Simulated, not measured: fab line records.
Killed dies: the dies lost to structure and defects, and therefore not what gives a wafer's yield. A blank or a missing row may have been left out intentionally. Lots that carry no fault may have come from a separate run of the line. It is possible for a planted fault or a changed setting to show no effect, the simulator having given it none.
A lot that was struck, set against a sound lot / flow sky130 / 16 steps out of a route of 708
Sound: wafers L985.1, L985.5, L985.6. The struck wafers were L997.1, L997.4, L997.6. The cause is named last.
Per side, at each step with rows, come the tool, then ch with its chambers, and then its first start. Under that, the readings that differ: sound wafers / struck wafers / difference of the means / sigmas: that difference in standard deviations of wafers without a fault.
alike: readings whose means differ by less than 2 such deviations, and words and numbers that are the same on both sides. not compared: withheld readings, readings that some wafer has no value for, bounds like >300 that may hide the same value, and numbers for which the record gives no deviation and whose values overlap.
The two part at a step that has a row with sigmas, a row that says differs or no value, or rows on one side only. Numbers that don't overlap but have no deviation are shown without sigmas and don't part them. A reading missing from all wafers of one side parts the sides only when that side holds two or more wafers.

SKY_METAL5_SPUTTER_03: material Ti, target thk 5 nm, time 3.3 s.
  struck on pvd sputter-04, day 46 23:11; sound on pvd sputter-01, day 44 08:35
  alike: throttle valve pct
SKY_METAL5_SPUTTER_04: material TiN, target thk 70 nm, time 58.3 s.
  struck on pvd sputter-04, day 46 23:12; sound on pvd sputter-01, day 44 08:35
  alike: throttle valve pct
SKY_METAL5_RS_MEAS_05: uses a four-point probe to measure.
  struck on film metro-01, day 46 23:15; sound on film metro-03, day 44 08:38
  alike: METAL5_ALCU_RS
SKY_METAL5_THK_MEAS_06: measures by xrf.
  struck on film metro-01, day 46 23:22; sound on film metro-03, day 44 08:46
  alike: METAL5_ALCU_THK
then, 7 steps without rows for these wafers: SKY_METAL5_DEHYDRATE_07 (time 60 s); SKY_METAL5_HMDS_08 (prime time 60 s); SKY_METAL5_COAT_09 (resist thk 1800 nm); SKY_METAL5_SOFTBAKE_10 (time 60 s); SKY_METAL5_EXPOSE_11 (exposes mask MM5, target cd 1600 nm); SKY_METAL5_PEB_12; SKY_METAL5_DEVELOP_13 (develop time 60 s).
SKY_METAL5_DESCUM_14: chemistry O2, time 11 s.
  sound on rie metal-02 ch 0,1, day 45 06:09; struck on rie metal-02 ch 0,1, day 47 19:04
  alike: drypump motor current A, oes product au
  not compared: rf hours counter h
SKY_METAL5_METAL_ETCH_15: etches the open film in Cl2/BCl3, stops on SiO2, target depth 1260 nm, time 252 s.
  sound on rie metal-02 ch 0,1, day 45 06:11; struck on rie metal-02 ch 0,1, day 47 19:06
  no value came back on the struck wafers for any of 6 readings (bcl3 flow sccm (sccm), bias w (W) and others); on the sound wafers bcl3 flow sccm (sccm) reads 29.81 30.14 29.85
reading=model.NOVOLAK_of_METAL5_COAT_09.thk nm (nm); sound=1056 1035 1052; struck=1787 1781 1781; difference=+735; sigmas=
reading=model.SiO2_of_VIA4_HDPCVD_00.thk nm (nm); sound=551 547.8 550.6; struck=576.9 575.6 574.3; difference=+25.8; sigmas=
  not compared: rf hours counter h
SKY_METAL5_STRIP_16: strips in O2/N2.
  sound on plasma asher-02 ch 0,1, day 45 06:25; struck on plasma asher-03 ch 0,1, day 47 19:20
reading=strip time to endpoint s (s); sound=13.30 13.07 13.25; struck=21.49 21.45 21.42; difference=+8.25; sigmas=+55
  alike: drypump motor current A, oes product au
  not compared: rf hours counter h
then, 1 step without rows for these wafers: SKY_METAL5_STRIP_17 (strips in post etch residue remover, time 1200 s).
SKY_PAD_OPEN_PROBE_99:
  rows exist in the record for the struck wafers here (prober-01, day 49 10:32), but not for the sound ones

== WHERE THEY PART ==
Earliest at SKY_METAL5_METAL_ETCH_15; latest, in this record, at SKY_PAD_OPEN_PROBE_99.

WHY: what the simulator had put in
Beginning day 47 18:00, the whole step at SKY_METAL5_METAL_ETCH_15 was skipped on rie metal-02. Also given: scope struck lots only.
